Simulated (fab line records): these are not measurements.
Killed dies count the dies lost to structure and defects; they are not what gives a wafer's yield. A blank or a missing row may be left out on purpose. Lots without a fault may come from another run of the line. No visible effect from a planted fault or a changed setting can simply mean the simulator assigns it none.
The same fault as seen by 2 desks ; flow sky130 ; what lay behind the numbers comes last; until then each desk has only its own

## METROLOGY DESK
What the gauges read, lot by lot, whatever tool the lot ran on: means of the sampled wafers that have a number. If a lot's mean is further than 4 standard deviations from the usual mean, the lot is out of limits and carries the mark OUT (the distance appears in the brackets).
Columns: A = VT_ADJUST_HVTR_OVL at SKY_VT_ADJUST_HVTR_OVL_MEAS_08, usual -0.2 nm; B = SONOS_TUNNEL_OVL at SKY_SONOS_TUNNEL_OVL_MEAS_08, usual -0.3 nm; C = GATE_OXIDE_OXIDATION_00_THK at SKY_GATE_OXIDE_THK_MEAS_02, usual 10.31 nm; D = POLY_GATE_CVD_03_THK at SKY_POLY_GATE_THK_MEAS_04, usual 75.2 nm
lot;first seen here;A;B;C;D
L802;day 9 11:59;0.1;3.2;10.40;75.2
L806;day 10 13:06;-2.0;0.5;10.14;75.8
L808;day 11 06:14;-0.8;-0.1;10.19;75.5
L809;day 11 10:41;-0.6;-0.9;10.42;75.3
L810;day 12 01:47;-2.1;-2.8;10.58;75.0
L812;day 12 06:50;2.1;0.2;10.72;74.8
L813;day 12 08:35;3.7;1.0;10.34;75.3
L814;day 13 03:43;-1.2;-0.8;10.25;75.2
L816;day 13 13:23;-1.9;1.2;10.19;74.8
L817;day 14 03:42;1.0;-1.2;10.23;74.1
L820;day 14 14:16;0.8;-0.7;10.57;74.7
L822;day 15 08:13;0.0;1.2;9.50 (-4.0) OUT;77.1
L823;day 15 16:06;-1.3;-1.3;9.54;75.8
This desk finds L822 out of limits, with the earliest case on L822 at day 19 06:05 (GATE_OXIDE_OXIDATION_00_THK at SKY_GATE_OXIDE_THK_MEAS_02). In limits: L802, L806, L808, L809, L810, L812, L813, L814, L816, L817, L820, L823.

## AT THE TOOL OWNER'S DESK: furnace-01
The tool's own readings at SKY_GATE_OXIDE_OXIDATION_01 (stabilise 600 s, purge 300 s, target thk 10.268 nm): means of the sampled wafers that have a number, for each lot that ran on this tool. If a lot's mean is further than 4 standard deviations from the usual mean, the lot is out of limits and carries the mark OUT (the distance appears in the brackets).
Columns: A = spikeTcUpperC at SKY_GATE_OXIDE_OXIDATION_01, usual 901.1 C; B = zonePowerLowerPct at SKY_GATE_OXIDE_OXIDATION_01, usual 19.3 %
lot;first seen here;A;B
L813;day 15 22:19;901.6;19.7
L814;day 16 15:38;901.0;19.8
L822;day 19 04:40;902.9;20.0
L823;day 19 14:50;902.3;19.8
Result from this desk: across the 4 lots, nothing is out of limits.

## PUT TOGETHER
Metrology desk: alarm possible at day 19 06:05 on L822.
The tool owner's desk saw nothing out of limits.
On record at the tool owner's desk: L822, within its limits.
Every lot named ran SKY_GATE_OXIDE_OXIDATION_01 on furnace-01.

## WHAT HAD BEEN PUT IN BY THE SIMULATOR
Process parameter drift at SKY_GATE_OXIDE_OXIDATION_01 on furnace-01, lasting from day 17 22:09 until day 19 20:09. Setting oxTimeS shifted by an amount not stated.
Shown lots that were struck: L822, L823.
Delay in hours, fault start to first out-of-limits reading, per desk: metrology desk 32.
